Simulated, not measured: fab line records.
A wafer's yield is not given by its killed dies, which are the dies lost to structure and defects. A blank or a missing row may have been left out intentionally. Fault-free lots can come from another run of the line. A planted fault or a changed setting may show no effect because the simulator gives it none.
fab line records	flow sfq-line
[record] lots = 7	wafers = 21	last-day = 84
route steps=325 shown I6@274 M7@281
lots with no fault: from the same line, run without faults
start-h: start of the lot's first displayed wafer, in hours after the record's first day	wait-h: hours from the lot's prior step to this one	" the same as in the row above	L1.1+2: a single row standing in for several wafers	- no value, or no start given	* or withheld: withheld	< > ~ a bound
route shown NAME@n: names a module that has steps shown in the file, with the first one's number in the route	usual: mean/standard deviation of fault-free wafers	same: alike in all rows	chamber/n: place in a boat	sites: the reading at each site	_std_site: the values' standard deviation	_edge_site: mean of outer sites minus mean of inner sites	radius-mm: for every site, how far away it sits from the centre of the wafer	mask NAME#n: copy n	behind: the last tool/chamber to shape the wafer	hold: why the lot was held/for how many hours/how that ended	device: transistor that didn't switch, given as n, p or np	end of line: the route-end tests of the same wafers	step lacking rows: just its recipe	killed: at the first sort, the dies lost to defects and structure; wafer yield is something else	map: the dies of a wafer, with x for killed, . for not killed, _ for no die there
set.NAME: the setting the step ran with; set.NAME@STEP: the setting that earlier step ran with	model.NAME: the simulator's own value behind a step, which no gauge read
lots at some steps of the route; a table a step, a row a wafer
services: when a tool's chamber went out of use (start-h, in hours from the record's first day, below 0 if earlier), for how many hours, and the reason
[[steps]]
[step SFQ_TRILAYER_I6_VIA_LITHO_PEB_172]
[recipe] peb-temp-c = 115	peb-time-s = 60	resist = KrF
[step SFQ_TRILAYER_I6_VIA_LITHO_DEVELOP_171]
[recipe] time-s = 60	resist = KrF
[step SFQ_I6_OVL_MEAS_942]
[usual] I6_OVL = 0/6.8
lot.wafer	tool	chamber	start-h	wait-h	I6_OVL[nm]
L710.1	overlay-01	-	1728.94	0.1	-1
L710.3	"	-	"	"	10
L710.5	"	-	"	"	6
L712.1	overlay-02	-	1734.94	0.1	0
L712.4	"	-	"	"	5
L712.5	"	-	"	"	-4
L721.2	overlay-02	-	1795.45	0.1	10
L721.3	"	-	"	"	2
L721.5	"	-	"	"	0
L722.1	overlay-02	-	1800.24	0.1	-4
L722.2	"	-	"	"	-5
L722.5	"	-	"	"	-7
L723.1	overlay-01	-	1801.44	0.1	0
L723.3	"	-	"	"	-3
L723.6	"	-	"	"	2
L724.1	overlay-01	-	1808.64	0.1	6
L724.2	"	-	"	"	1
L724.3	"	-	"	"	8
L727.4	overlay-01	-	1820.66	0.1	-9
L727.5	"	-	"	"	-8
L727.6	"	-	"	"	-12
[step SFQ_TRILAYER_I6_VIA_BARC_OPEN_VIA_ETCH_235]
[recipe] mask-material = PR	chemistry = O2	target-depth-nm = 125	target = BARC	source-w = 500	bias-w = 80	pressure-mtorr = 30	time-s = 41.7
[usual] chamber-pressure-mTorr = 30.00/0.03	drypump-motor-current-A = 5.7/0.4	oes-product-au = 0.691/0.0044
[same] time-s = 41.7
lot.wafer	tool	chamber	start-h	wait-h	chamber-pressure-mTorr	drypump-motor-current-A	oes-product-au	rf-hours-counter-h
L710.1	rie-diel-03	3	1728.98	0.0	30.00	5.9	0.688	14
L710.3	"	2	"	"	30.00	5.7	0.686	14
L710.5	"	1	"	"	29.99	6.0	0.699	-
L712.1	rie-diel-04	3	1734.98	0.0	29.99	6.3	0.687	9
L712.4	"	0	"	"	30.00	6.0	0.688	6
L712.5	"	2	"	"	30.11	5.0	0.695	-
L721.2	rie-diel-01	3	1795.48	0.0	29.95	5.1	0.691	17
L721.3	"	0	"	"	30.02	5.7	0.696	19
L721.5	"	1	"	"	30.03	5.1	0.692	-
L722.1	rie-diel-03	1	1800.28	0.0	30.01	6.0	0.690	17
L722.2	"	0	"	"	29.99	5.8	0.691	3
L722.5	"	0	"	"	30.01	5.8	0.692	-
L723.1	rie-diel-01	2	1801.48	0.0	30.02	5.1	0.688	17
L723.3	"	3	"	"	30.01	5.1	0.695	17
L723.6	"	0	"	"	30.03	5.8	0.692	-
L724.1	rie-diel-01	2	1808.68	0.0	29.94	5.1	0.695	17
L724.2	"	0	"	"	29.97	5.8	0.694	19
L724.3	"	1	"	"	30.02	5.1	0.697	20
L727.4	rie-diel-01	1	1820.68	0.0	30.03	5.1	0.692	21
L727.5	"	0	"	"	30.03	5.8	0.694	-
L727.6	"	3	"	"	29.99	5.1	0.686	-
[step SFQ_TRILAYER_I6_VIA_ETCH_VIA_ETCH_172]
[recipe] target = SiO2	stop-on = Nb	mask-material = PR	taper-deg = 20	chemistry = CHF3	target-depth-nm = 260	source-w = 500	bias-w = 80	pressure-mtorr = 30	time-s = withheld
[usual] chamber-pressure-mTorr = 29.995/0.026	drypump-motor-current-A = 5.7/0.4	oes-product-au = 0.854/0.0049
lot.wafer	tool	chamber	start-h	wait-h	chamber-pressure-mTorr	drypump-motor-current-A	oes-product-au
L710.1	rie-diel-03	3	1729.02	0.0	29.994	5.9	0.854
L710.3	"	2	"	"	29.983	5.7	0.855
L710.5	"	1	"	"	29.980	5.9	0.854
L712.1	rie-diel-04	3	1735.02	0.0	29.935	6.3	0.854
L712.4	"	0	"	"	29.980	6.1	0.852
L712.5	"	2	"	"	29.957	5.0	0.860
L721.2	rie-diel-01	3	1795.52	0.0	30.021	5.1	0.843
L721.3	"	0	"	"	30.018	5.8	0.851
L721.5	"	1	"	"	29.993	5.1	0.846
L722.1	rie-diel-03	1	1800.32	0.0	29.986	6.0	0.855
L722.2	"	0	"	"	29.967	5.8	0.860
L722.5	"	0	"	"	30.017	5.8	0.852
L723.1	rie-diel-01	2	1801.52	0.0	29.988	5.1	0.841
L723.3	"	3	"	"	29.985	5.1	0.864
L723.6	"	0	"	"	29.987	5.7	0.852
L724.1	rie-diel-01	2	1808.72	0.0	30.014	5.1	0.854
L724.2	"	0	"	"	30.020	5.8	0.851
L724.3	"	1	"	"	30.032	5.0	0.860
L727.4	rie-diel-01	1	1820.72	0.0	29.991	5.1	0.854
L727.5	"	0	"	"	29.994	5.8	0.860
L727.6	"	3	"	"	30.023	5.1	0.860
[step SFQ_TRILAYER_I6_VIA_STRIP_STRIP_173]
[recipe] gas = O2	power-w = 200	platen-temp-c = 40	overash-fraction = 0.65	chemistry = O2	pressure-mtorr = 50
[usual] chamber-pressure-mTorr = 50.00/0.042	drypump-motor-current-A = 6.0/0.41	oes-product-au = 0.996/0.009
lot.wafer	tool	chamber	start-h	wait-h	chamber-pressure-mTorr	drypump-motor-current-A	oes-product-au	rf-hours-counter-h
L710.1	rie-metal-01	0	1729.13	-	50.05	5.9	0.998	64
L710.3	"	0	"	"	50.01	5.9	0.997	-
L710.5	"	1	"	"	50.04	6.2	0.993	-
L712.1	rie-metal-01	1	1735.13	-	50.09	6.2	1.002	126
L712.4	"	0	"	"	50.02	5.9	1.010	-
L712.5	"	0	"	"	49.95	5.9	1.010	-
L721.2	rie-metal-02	1	1795.63	-	50.03	5.4	0.990	60
L721.3	"	0	"	"	49.88	6.7	1.006	-
L721.5	"	0	"	"	50.02	6.7	1.002	-
L722.1	rie-metal-02	1	1800.43	-	50.04	5.4	0.989	61
L722.2	"	0	"	"	49.98	6.7	0.996	66
L722.5	"	1	"	"	50.00	5.4	0.996	-
L723.1	rie-metal-01	0	1801.63	-	49.94	5.9	1.000	74
L723.3	"	0	"	"	50.00	5.9	1.012	-
L723.6	"	0	"	"	50.02	5.9	1.003	-
L724.1	rie-metal-02	1	1808.83	-	50.01	5.5	0.997	61
L724.2	"	0	"	"	50.03	6.7	0.994	66
L724.3	"	1	"	"	49.89	5.4	0.984	-
L727.4	rie-metal-01	1	1821.03	-	50.00	6.2	0.982	-
L727.5	"	1	"	"	50.01	6.2	0.975	-
L727.6	"	0	"	"	50.01	5.9	0.989	-
[step SFQ_TRILAYER_I6_VIA_STRIP_SOLV_CLEAN_174]
[recipe] chemistry = NMP	temp-c = 70	time-s = 600
[step SFQ_TRILAYER_M7_DEP_PRE_CLEAN_176]
[recipe] gas = Ar	time-s = 22.5	bias-v = 250
[step SFQ_TRILAYER_M7_DEP_SPUTTER_175]
[recipe] material = Nb	base-pressure-pa = 1.33e-06	chamber-pressure-pa = 0.1333	substrate-temp-c = 20	target-thk-nm = 200	power-w = 2000	time-s = 133.3
[step SFQ_M7_RS_MEAS_943]
[recipe] thk-meas-gauge = four-point-probe	reads = Nb_of_TRILAYER_M7_DEP_SPUTTER_175
[usual] M7_NB_RS = 0.888/0.0097
lot.wafer	tool	chamber	start-h	wait-h	M7_NB_RS[ohm/sq]
L710.1	film-metro-02	-	1730.02	0.0	0.891
L710.3	"	-	"	"	0.880
L710.5	"	-	"	"	0.888
L712.1	film-metro-01	-	1736.20	0.0	0.876
L712.4	"	-	"	"	0.890
L712.5	"	-	"	"	0.884
L721.2	film-metro-01	-	1796.54	0.1	0.858
L721.3	"	-	"	"	0.878
L721.5	"	-	"	"	0.879
L722.1	film-metro-04	-	1801.32	0.0	0.878
L722.2	"	-	"	"	0.877
L722.5	"	-	"	"	0.886
L723.1	film-metro-02	-	1803.12	0.0	0.890
L723.3	"	-	"	"	0.889
L723.6	"	-	"	"	0.880
L724.1	film-metro-01	-	1809.72	0.0	0.897
L724.2	"	-	"	"	0.895
L724.3	"	-	"	"	0.886
L727.4	film-metro-04	-	1821.80	0.1	0.892
L727.5	"	-	"	"	0.893
L727.6	"	-	"	"	0.896
[step SFQ_TRILAYER_M7_LITHO_COAT_182]
[recipe] resist = BARC	spin-rpm = 3000	resist-thk-nm = 62
[step SFQ_TRILAYER_M7_LITHO_COAT_177]
[recipe] resist = KrF	spin-rpm = 3000	resist-thk-nm = 600
[usual] spin-speed-rpm = 2999.9/1.9
lot.wafer	tool	chamber	start-h	wait-h	spin-speed-rpm	model.KrF_of_TRILAYER_M7_LITHO_COAT_177.thk-nm
L710.1	litho-track-01	0	1730.50	0.2	2996.4	600.8
L710.3	"	0	"	"	2999.7	600.4
L710.5	"	0	"	"	2999.5	599.1
L712.1	litho-track-03	0	1736.68	0.2	2998.1	599.5
L712.4	"	0	"	"	2999.4	598.3
L712.5	"	0	"	"	3000.7	599.7
L721.2	litho-track-03	0	1797.05	0.2	2783.1	623.1
L721.3	"	0	"	"	2781.8	622.3
L721.5	"	0	"	"	2780.8	621.6
L722.1	litho-track-01	0	1801.80	0.2	2997.6	598.9
L722.2	"	0	"	"	3000.4	600
L722.5	"	0	"	"	2998.9	598.6
L723.1	litho-track-03	0	1803.60	0.2	2781.6	625.4
L723.3	"	0	"	"	2782.0	622.7
L723.6	"	0	"	"	2781.3	624.2
L724.1	litho-track-03	0	1810.20	0.2	2783.6	621.8
L724.2	"	0	"	"	2784.7	620.3
L724.3	"	0	"	"	2779.5	624
L727.4	litho-track-02	0	1822.37	0.2	2996.8	603.2
L727.5	"	0	"	"	2998.4	604
L727.6	"	0	"	"	3000.1	602.8
[step SFQ_TRILAYER_M7_LITHO_SOFTBAKE_181]
[recipe] temp-c = withheld	time-s = withheld	resist = KrF
[step SFQ_TRILAYER_M7_LITHO_EXPOSE_178]
[recipe] mask-id = M7	na = 0.6	source-shape = conventional	sigma-outer = 0.65	target-cd-nm = 500	dose-mj = 14.4
[step SFQ_TRILAYER_M7_LITHO_PEB_180]
[recipe] peb-temp-c = 115	peb-time-s = 60	resist = KrF
[step SFQ_TRILAYER_M7_LITHO_DEVELOP_179]
[recipe] time-s = 60	resist = KrF
[step SFQ_M7_OVL_MEAS_945]
[usual] M7_OVL = 0/5.6
lot.wafer	tool	chamber	start-h	wait-h	M7_OVL[nm]
L710.1	overlay-02	-	1824.24	0.1	4
L710.3	"	-	"	"	1
L710.5	"	-	"	"	2
L712.1	overlay-02	-	1829.04	0.1	0
L712.4	"	-	"	"	8
L712.5	"	-	"	"	4
L721.2	overlay-02	-	1903.43	0.1	1
L721.3	"	-	"	"	5
L721.5	"	-	"	"	-1
L722.1	overlay-02	-	1905.83	0.1	-3
L722.2	"	-	"	"	-8
L722.5	"	-	"	"	-9
L723.1	overlay-02	-	1907.03	0.1	-2
L723.3	"	-	"	"	-6
L723.6	"	-	"	"	0
L724.1	overlay-02	-	1914.35	0.1	2
L724.2	"	-	"	"	9
L724.3	"	-	"	"	6
L727.4	overlay-01	-	1925.17	0.1	4
L727.5	"	-	"	"	1
L727.6	"	-	"	"	-1
[step SFQ_TRILAYER_M7_BARC_OPEN_METAL_ETCH_229]
[recipe] mask-material = PR	chemistry = O2	target-depth-nm = 125	target = BARC	icp-w = 577.1	bias-w = 80	pressure-mtorr = 10	time-s = 41.7
[usual] chamber-pressure-mTorr = 9.999/0.0093	drypump-motor-current-A = 5.9/0.46	oes-product-au = 0.686/0.0048
[same] time-s = 41.7
lot.wafer	tool	chamber	start-h	wait-h	chamber-pressure-mTorr	drypump-motor-current-A	oes-product-au	rf-hours-counter-h
L710.1	rie-metal-02	1	1824.28	0.0	10.004	5.4	0.688	63
L710.3	"	1	"	"	9.992	5.4	0.687	-
L710.5	"	0	"	"	9.995	6.7	0.692	-
L712.1	rie-metal-02	1	1829.08	0.0	9.999	5.4	0.685	63
L712.4	"	1	"	"	9.998	5.4	0.687	-
L712.5	"	0	"	"	9.994	6.6	0.686	-
L721.2	rie-metal-01	0	1903.46	0.0	9.999	6.0	0.687	87
L721.3	"	1	"	"	10.004	6.2	0.688	-
L721.5	"	1	"	"	10.013	6.2	0.679	-
L722.1	rie-metal-02	1	1905.86	0.0	10.002	5.5	0.692	73
L722.2	"	0	"	"	9.989	6.7	0.682	78
L722.5	"	0	"	"	9.987	6.7	0.693	-
L723.1	rie-metal-01	0	1907.06	0.0	10.014	6.0	0.690	87
L723.3	"	1	"	"	9.998	6.2	0.688	-
L723.6	"	0	"	"	10.002	5.9	0.687	-
L724.1	rie-metal-03	0	1914.39	0.0	10.003	5.1	0.684	12
L724.2	"	1	"	"	9.996	6.0	0.684	116
L724.3	"	0	"	"	9.996	5.1	0.682	-
L727.4	rie-metal-03	0	1925.21	0.0	9.990	5.1	0.689	-
L727.5	"	1	"	"	10.007	6.0	0.683	-
L727.6	"	0	"	"	10.003	5.1	0.682	-
[step SFQ_TRILAYER_M7_ETCH_METAL_ETCH_180]
[recipe] target = Nb	stop-on = SiO2	mask-material = PR	chemistry = Cl2/Ar	target-depth-nm = 240	icp-w = 600	bias-w = 80	pressure-mtorr = 10	time-s = 120
[usual] chamber-pressure-mTorr = 10.000/0.0091	drypump-motor-current-A = 5.9/0.46	oes-product-au = 0.895/0.0082
[same] time-s = 120
lot.wafer	tool	chamber	start-h	wait-h	chamber-pressure-mTorr	drypump-motor-current-A	oes-product-au	rf-hours-counter-h	model.KrF_of_TRILAYER_M7_LITHO_COAT_177.thk-nm
L710.1	rie-metal-02	1	1824.34	0.0	9.991	5.4	0.885	63	388.4
L710.3	"	1	"	"	9.988	5.4	0.893	-	387.7
L710.5	"	0	"	"	10.003	6.7	0.901	-	383.2
L712.1	rie-metal-02	1	1829.14	0.0	9.990	5.4	0.910	63	387.4
L712.4	"	1	"	"	9.992	5.4	0.896	-	384.4
L712.5	"	0	"	"	9.982	6.7	0.899	-	381
L721.2	rie-metal-01	0	1903.52	0.0	10.002	5.9	0.922	87	409.8
L721.3	"	1	"	"	10.003	6.2	0.904	-	407
L721.5	"	1	"	"	9.997	6.2	0.901	-	405.8
L722.1	rie-metal-02	1	1905.92	0.0	10.018	5.4	0.902	73	387.3
L722.2	"	0	"	"	10.007	6.7	0.901	78	381.8
L722.5	"	0	"	"	9.995	6.7	0.906	-	382.9
L723.1	rie-metal-01	0	1907.12	0.0	10.004	5.9	0.906	87	410.6
L723.3	"	1	"	"	9.989	6.2	0.890	-	406.1
L723.6	"	0	"	"	10.008	5.9	0.903	-	409.4
L724.1	rie-metal-03	0	1914.45	0.0	9.996	5.2	0.888	12	403.8
L724.2	"	1	"	"	9.999	6.0	0.885	117	404.1
L724.3	"	0	"	"	9.993	5.2	0.900	-	405.7
L727.4	rie-metal-03	0	1925.29	0.1	10.011	5.2	0.889	-	383.6
L727.5	"	1	"	"	9.995	5.9	0.887	-	386.8
L727.6	"	0	"	"	9.986	5.1	0.897	-	385.6
[step SFQ_TRILAYER_M7_STRIP_STRIP_181]
[recipe] gas = O2	power-w = 200	platen-temp-c = 40	overash-fraction = 0.65	chemistry = O2	pressure-mtorr = 50
[usual] chamber-pressure-mTorr = 50.00/0.048	drypump-motor-current-A = 5.9/0.46	oes-product-au = 0.997/0.0084
lot.wafer	tool	chamber	start-h	wait-h	chamber-pressure-mTorr	drypump-motor-current-A	oes-product-au	rf-hours-counter-h
L710.1	rie-metal-02	1	1824.46	0.1	49.95	5.4	0.984	63
L710.3	"	1	"	"	49.98	5.4	0.983	-
L710.5	"	0	"	"	50.00	6.7	1.014	-
L712.1	rie-metal-02	1	1829.26	0.1	50.06	5.4	0.990	63
L712.4	"	1	"	"	49.95	5.4	0.990	-
L712.5	"	0	"	"	49.94	6.7	1.001	-
L721.2	rie-metal-01	0	1903.65	0.1	49.96	5.9	0.996	87
L721.3	"	1	"	"	50.00	6.2	1.005	-
L721.5	"	1	"	"	50.01	6.2	0.996	-
L722.1	rie-metal-02	1	1906.05	0.1	49.91	5.4	0.992	73
L722.2	"	0	"	"	50.14	6.7	1.013	78
L722.5	"	0	"	"	49.99	6.7	1.003	-
L723.1	rie-metal-01	0	1907.25	0.1	49.99	6.0	0.996	87
L723.3	"	1	"	"	49.97	6.2	0.998	-
L723.6	"	0	"	"	49.94	5.9	0.986	-
L724.1	rie-metal-03	0	1914.57	0.1	49.90	5.2	1.010	12
L724.2	"	1	"	"	49.96	6.0	1.001	117
L724.3	"	0	"	"	49.95	5.1	1.002	-
L727.4	rie-metal-03	0	1925.57	0.2	49.94	5.2	1.006	-
L727.5	"	1	"	"	50.05	6.0	1.005	-
L727.6	"	0	"	"	50.01	5.1	1.002	-
[[services]]
tool	chamber	start-h	hours	kind
rie-diel-01	2	1744.61	7.9	repair
rie-diel-01	3	1752.91	2.7	repair
rie-diel-04	1	1769.07	3.3	repair
rie-diel-03	2	1783.03	3.3	repair
rie-diel-04	2	1784.22	23.4	repair
rie-metal-01	1	1785.09	-	clean
rie-metal-01	1	1785.09	-	consumable-replace:esc
rie-metal-01	1	1785.09	-	consumable-replace:focus-ring
rie-metal-01	1	1785.09	21.9	scheduled-down
rie-metal-01	1	1785.09	21.9	vent-cycle
rie-diel-04	-	1786.57	2.8	pm
rie-metal-03	0	1799.75	-	clean
rie-metal-03	0	1799.75	-	consumable-replace:focus-ring
rie-diel-01	3	1815.16	1.3	repair
rie-diel-01	1	1823.23	7.5	repair
rie-diel-01	0	1833.46	9.9	repair
rie-diel-01	1	1843.49	-	clean
rie-diel-01	1	1843.49	17.7	scheduled-down
rie-diel-01	1	1843.49	17.7	vent-cycle
rie-diel-04	1	1853.17	5.0	repair
rie-diel-03	3	1856.29	12.8	repair
rie-diel-03	1	1870.30	2.6	repair
rie-diel-03	2	1885.53	1.4	repair
rie-diel-04	-	1918.04	0.2	repair
[[key]]
[first-sign] step = SFQ_TRILAYER_M7_LITHO_COAT_177	reading = spin-speed-rpm	direction = down	sigmas = 99+	usual = 2999.9	struck = 2782.0
effect none on later readings
[model-effect] step = SFQ_TRILAYER_M7_LITHO_COAT_177	value = KrF_of_TRILAYER_M7_LITHO_COAT_177.thk-nm	without = 599.7	struck = 622.8
[model-effect] step = SFQ_TRILAYER_M7_ETCH_METAL_ETCH_180	value = KrF_of_TRILAYER_M7_LITHO_COAT_177.thk-nm	without = 383.9	struck = 406.9
met-at SFQ_TRILAYER_M7_LITHO_COAT_177
struck-wafers L721.2,L721.3,L721.5,L723.1,L723.3,L723.6,L724.1,L724.2,L724.3
onset-between 1736.68 1797.05
[fault] kind = process-parameter-drift	tool = litho-track-03	chamber = -	onset-h = 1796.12	steps = SFQ_TRILAYER_M7_LITHO_COAT_177	channel = spin-rpm	offset = -218.07	shape = step	end-h = 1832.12	acts-in = these-recipes-only	stated = 3000
